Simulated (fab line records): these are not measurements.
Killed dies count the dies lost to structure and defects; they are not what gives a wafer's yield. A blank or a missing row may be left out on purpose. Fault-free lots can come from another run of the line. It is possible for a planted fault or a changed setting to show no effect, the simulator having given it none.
One fault seen from 2 desks | flow sky130 | each desk has only its own numbers; what lay behind them comes last

FOR THE TOOL OWNER'S DESK: litho_track-02
The tool's own readings at SKY_VIA1_SOFTBAKE_08 (time 90 s): means of the sampled wafers that have a number, for each lot that ran on this tool. Any lot whose mean is over 4 standard deviations away from the usual mean is out of limits and marked OUT; that distance is given in the brackets.
Columns: A = run_length_s at SKY_VIA1_SOFTBAKE_08, usual 119.29 s
lot  | first seen here | A
L380 | day 32 03:00    | 119.11
L381 | day 33 12:00    | 119.10
L382 | day 34 04:00    | 125.32 (+26) OUT
L383 | day 34 23:00    | 125.29 (+26) OUT
L384 | day 35 02:00    | 128.34 (+39) OUT
L395 | day 39 07:00    | 119.23
L392 | day 39 10:00    | 119.19
L400 | day 40 05:00    | 119.17
L403 | day 41 06:00    | 119.29
This desk's verdict: out of limits on L382, L383, L384, starting with L382 at day 34 04:00 (run_length_s at SKY_VIA1_SOFTBAKE_08). L380, L381, L395, L392, L400, L403: within limits.

METROLOGY DESK
Lot by lot, what the gauges showed, no matter which tool ran the lot: averages of those sampled wafers that carry a number. Any lot whose mean is over 4 standard deviations away from the usual mean is out of limits and marked OUT; that distance is given in the brackets.
Columns: A = LDD_HVP_TW at SKY_LDD_HVP_TW_MEAS_10, usual 456; B = cd_nm at SKY_METAL2_CD_MEAS_15, usual 140.0 nm
lot  | first seen here | A   | B
L380 | day 19 21:41    | 457 | 138.6
L381 | day 21 15:13    | 457 | 139.5
L382 | day 22 11:58    | 459 | 139.4
L383 | day 23 12:14    | 458 | 138.0
L384 | day 23 12:52    | 460 | 139.2
L395 | day 28 10:59    | 451 | 141.3
L392 | day 28 11:32    | 456 | 138.0
L394 | day 28 13:07    | 456 | 140.0
L397 | day 28 13:54    | 455 | 139.1
L399 | day 28 21:17    | 456 | 138.0
L400 | day 29 13:19    | 452 | 142.9
L401 | day 30 08:55    | 459 | 140.2
L402 | day 30 10:23    | 451 | 139.5
L403 | day 30 15:50    | 456 | 141.5
Finding of this desk: none of the 14 lots has anything out of limits.

BROUGHT TOGETHER
On L382, L383, L384, at day 34 04:00, an alarm was possible from the tool owner's desk.
The metrology desk saw nothing out of limits.
The metrology desk has L382, L383, L384 on record, within its limits.
Every lot named ran SKY_VIA1_SOFTBAKE_08 on litho_track-02.

WHAT THE SIMULATOR HAD INSERTED
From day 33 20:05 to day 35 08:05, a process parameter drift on litho_track-02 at SKY_VIA1_SOFTBAKE_08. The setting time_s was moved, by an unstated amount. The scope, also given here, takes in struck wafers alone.
Lots struck among those shown: L382, L383, L384.
Delay in hours, fault start to first out-of-limits reading, by desk: the tool owner's desk at 8.
